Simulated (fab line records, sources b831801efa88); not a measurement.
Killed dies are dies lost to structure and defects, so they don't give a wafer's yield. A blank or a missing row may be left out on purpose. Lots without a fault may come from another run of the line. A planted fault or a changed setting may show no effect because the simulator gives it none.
Problem report in the 8D (eight disciplines) form, filled by code | flow sky130 | the parts of the form that need people (team, actions taken, sign-off) are left out

1. THE PROBLEM
spin_speed_rpm at SKY_LOCAL_INTERCONNECT_COAT_06 reads a mean of 3125.9 rpm on 9 wafers of 3 lots; wafers without a fault read 2999.7 rpm with a standard deviation of 2.4. That is +53 standard deviations from the usual mean.
The step: resist thk 450 nm.
First seen on wafer L713.1, day 33 06:00, on litho_track-02. The record holds 36 wafers of 12 lots with a number at this step. Rule for "out", or "out of limits": more than 4 standard deviations from the usual mean. The other wafers with a number count as sound.

2. WHAT IT IS AND WHAT IT IS NOT
question                    | is                     | is not
which readings at this step | spin_speed_rpm         | -
which lots                  | L713, L715, L716       | L704, L705, L706, L709, L720, L721, L724, L725, L726
which wafers of those lots  | all that have a number | -
read on which tools         | litho_track-02         | litho_track-03, litho_track-04
when                        | from day 33 06:00      | up to then (12 sound wafers); but 15 sound wafers of L720, L721, L724, L725, L726 came after

3. SUSPECTS, AND WHAT RULES EACH OUT
Counting: a tool at a process step up to the reading stays a suspect if it ran every lot that is out and no sound lot after the first of them.
- litho_track-02 at SKY_LOCAL_INTERCONNECT_COAT_06 (resist thk 450 nm): ruled out as a lasting fault. Sound lots L724, L726, L725 ran on it after its first lot that is out, L713 (day 33 06:00).
Left after counting: nothing in the record.

4. THE CAUSE (what the simulator had put in)
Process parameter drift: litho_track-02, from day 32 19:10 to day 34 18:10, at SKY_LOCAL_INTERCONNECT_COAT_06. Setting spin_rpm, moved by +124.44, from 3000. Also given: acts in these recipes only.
Counting ruled it out, wrongly.

5. THE CHAIN OF EFFECTS, in route order
Each row: a reading whose mean over the struck wafers that have a number lies more than 3 standard deviations from the usual. Only readings for which the record gives a usual standard deviation are gone through. hours: the time from each lot's start at the first step in this table that gives one to its start at this step, as a median over the lots. sigmas: the change in usual standard deviations.
hours | step                            | reading                  | usual      | on struck wafers | change | sigmas
0     | SKY_LOCAL_INTERCONNECT_COAT_06  | spin_speed_rpm           | 2999.7 rpm | 3125.9           | +126.2 | +53
14    | SKY_LOCAL_INTERCONNECT_STRIP_15 | strip_time_to_endpoint_s | 4.750 s    | 4.645            | -0.105 | -3.5
The process steps in it:
- SKY_LOCAL_INTERCONNECT_COAT_06: resist thk 450 nm.
- SKY_LOCAL_INTERCONNECT_STRIP_15: strips in O2/N2.
Later measuring or inspecting steps at which every struck wafer that the step has a row for has a number for every such reading, and none has moved that far: SKY_LOCAL_INTERCONNECT_OVL_MEAS_12, SKY_CONTACT_THK_MEAS_01.

6. WHAT WOULD HAVE CAUGHT IT SOONER
In this record the first reading out of limits was taken at day 33 06:00, 11 hours after the fault began at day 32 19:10.
